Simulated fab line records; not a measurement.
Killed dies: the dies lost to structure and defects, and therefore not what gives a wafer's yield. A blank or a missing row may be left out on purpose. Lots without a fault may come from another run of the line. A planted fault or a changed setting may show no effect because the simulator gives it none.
The tool behind it: which one? ; flow sky130 ; 33 wafers from 11 lots sampled at 3 of the route's 708 steps

## WHAT THE GAUGES READ, wafer by wafer
SKY_POLY_GATE_THK_MEAS_21.
lot;measured;on;POLY_GATE_OXIDATION_THK (nm)
L910;day 17 10:31;film-metro-02;3.88 3.87 3.94
L911;day 17 18:07;film-metro-01;3.91 3.91 3.92
L916;day 19 12:30;film-metro-02;3.98 4.05 4.00
L917;day 20 02:12;film-metro-02;4.01 3.96 3.98
L919;day 21 01:22;film-metro-02;3.99 4.06 3.97
L920;day 21 07:23;film-metro-03;4.90 4.88 4.83
L921;day 21 09:23;film-metro-03;4.76 4.87 4.88
L924;day 22 14:34;film-metro-03;3.97 3.96 4.02
L929;day 24 00:17;film-metro-03;4.04 4.06 4.03
L928;day 24 08:52;film-metro-02;3.99 3.99 4.00
L931;day 24 22:22;film-metro-02;3.90 3.87 3.90

## WHAT TOOL EACH LOT RAN ON (gives the tool, then ch and the chambers of the sampled wafers, and finally the start)
lot;SKY_GATE_OXIDE_STRIP_13;SKY_POLY_GATE_OXIDATION_20
L910;plasma-asher-03 ch 0,1, day 14 18:17;furnace-01 ch 0, day 17 09:16
L911;plasma-asher-04 ch 0,1, day 14 23:46;furnace-01 ch 0, day 17 16:51
L916;plasma-asher-01 ch 0,1, day 16 17:17;furnace-02 ch 0, day 19 11:14
L917;plasma-asher-04 ch 0,1, day 17 04:44;furnace-01 ch 0, day 20 00:56
L919;plasma-asher-04 ch 0,1, day 18 04:12;furnace-02 ch 0, day 21 00:06
L920;plasma-asher-04 ch 0,1, day 18 09:27;furnace-02 ch 0, day 21 06:07
L921;plasma-asher-04 ch 0,1, day 18 12:16;furnace-02 ch 0, day 21 08:08
L924;plasma-asher-01 ch 0,1, day 19 18:31;furnace-01 ch 0, day 22 13:19
L929;plasma-asher-04 ch 0,1, day 21 03:56;furnace-01 ch 0, day 23 23:02
L928;plasma-asher-01 ch 0,1, day 21 14:07;furnace-01 ch 0, day 24 07:37
L931;plasma-asher-01 ch 0,1, day 22 01:55;furnace-01 ch 0, day 24 21:06
- SKY_GATE_OXIDE_STRIP_13: strips in O2/N2.
- SKY_POLY_GATE_OXIDATION_20: stabilise 600 s, purge 300 s, target thk 4 nm.

## THE ANSWER, worked out from the rows above alone
Rule: usual is defined by the lots themselves. Put in order of their means at a reading, lots are off if they are a third of the lots or fewer, leave a main group of 4 or more, and stand apart from it by a gap of 3 or more times the standard deviation of the main group's means; of several such gaps the widest counts. Not used: any main group whose means are identical at the precision the tables above print for the reading. Also off: a lot with no number at a reading for which 4 or more lots have one. Any other lot the step has rows for is counted as sound.
Off: at SKY_POLY_GATE_THK_MEAS_21 (POLY_GATE_OXIDATION_THK), L920, L921. The main group: mean 3.97 nm, standard deviation 0.052.
If a tool, at a process step before that reading, ran all the lots that are off and no sound lot after the first of them, it fits. Gauges at SKY_POLY_GATE_THK_MEAS_21: tried the same way as those tools. One fits: furnace-02 at SKY_POLY_GATE_OXIDATION_20. Its last sound lot is L919 (day 21 00:06), its first lot that is off L920 (day 21 06:07): a fault that began between those two fits.

## WHAT THE SIMULATOR PUT IN
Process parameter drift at SKY_POLY_GATE_OXIDATION_20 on furnace-02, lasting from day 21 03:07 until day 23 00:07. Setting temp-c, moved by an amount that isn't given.
Struck lots among those shown: L920, L921. The rule above found the same.
